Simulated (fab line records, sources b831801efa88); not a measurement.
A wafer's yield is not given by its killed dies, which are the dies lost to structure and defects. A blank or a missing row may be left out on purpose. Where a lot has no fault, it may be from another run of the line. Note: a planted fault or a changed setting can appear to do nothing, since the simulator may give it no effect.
Which tool did it? -- flow gf180mcu -- 39 wafers sampled from 13 lots at 1 step of a route of 602

== WHAT THE GAUGES SHOWED, per wafer ==
GF_PSD_CD_MEAS_07: target cd 400 nm. Usual: cd nm reads 400.4 nm (standard deviation 2.5).
lot,measured,on,cd nm (nm),flag
L777,day 14 03:11,cd sem-02,401.1 403.7 400.6,
L779,day 14 23:40,cd sem-01,400.9 402.4 401.7,
L782,day 15 20:21,cd sem-02,403.2 401.7 400.2,
L783,day 16 09:04,cd sem-02,401.5 402.4 402.0,
L789,day 18 06:13,cd sem-02,402.1 399.1 401.7,
L790,day 19 00:11,cd sem-02,401.7 401.7 400.9,
L792,day 19 15:46,cd sem-02,395.8 396.2 394.8,
L794,day 20 05:30,cd sem-02,397.3 400.0 399.7,
L795,day 20 22:40,cd sem-01,403.3 402.7 401.8,
L796,day 21 05:02,cd sem-01,402.4 401.0 403.4,
L797,day 21 11:07,cd sem-02,402.8 400.9 401.6,
L798,day 21 16:07,cd sem-02,403.6 403.1 403.8,
L800,day 22 10:08,cd sem-02,399.4 395.9 396.0,

== TOOL THAT RAN EACH LOT (tool first, then ch and the chambers of the sampled wafers, then the start) ==
Record: no process step prior to these readings.

== AS READ BY THE TOOLS THEMSELVES (means over the sampled wafers that have a number; for cases with no such wafer, the mark the record gives instead) ==
The record holds no such reading with a usual standard deviation.

== THE ANSWER, worked out from the rows above alone ==
Rule: a lot is off if the mean of its wafers that have a number lies more than 3 standard deviations from the usual mean. A lot without any number at a reading at which 4 lots or more have one is off too. Where the step has rows for the other lots, those lots are counted as sound. After the gauges, taken in route order, come the tools' own readings; for these a lot's mean is taken, as printed above. The first step at which some lot is off is used, and at that step the reading that is off furthest; a lot without a number counts as furthest.
No lot is off at any reading shown: from this, nothing can be told.

== WHAT THE SIMULATOR HAD INSERTED ==
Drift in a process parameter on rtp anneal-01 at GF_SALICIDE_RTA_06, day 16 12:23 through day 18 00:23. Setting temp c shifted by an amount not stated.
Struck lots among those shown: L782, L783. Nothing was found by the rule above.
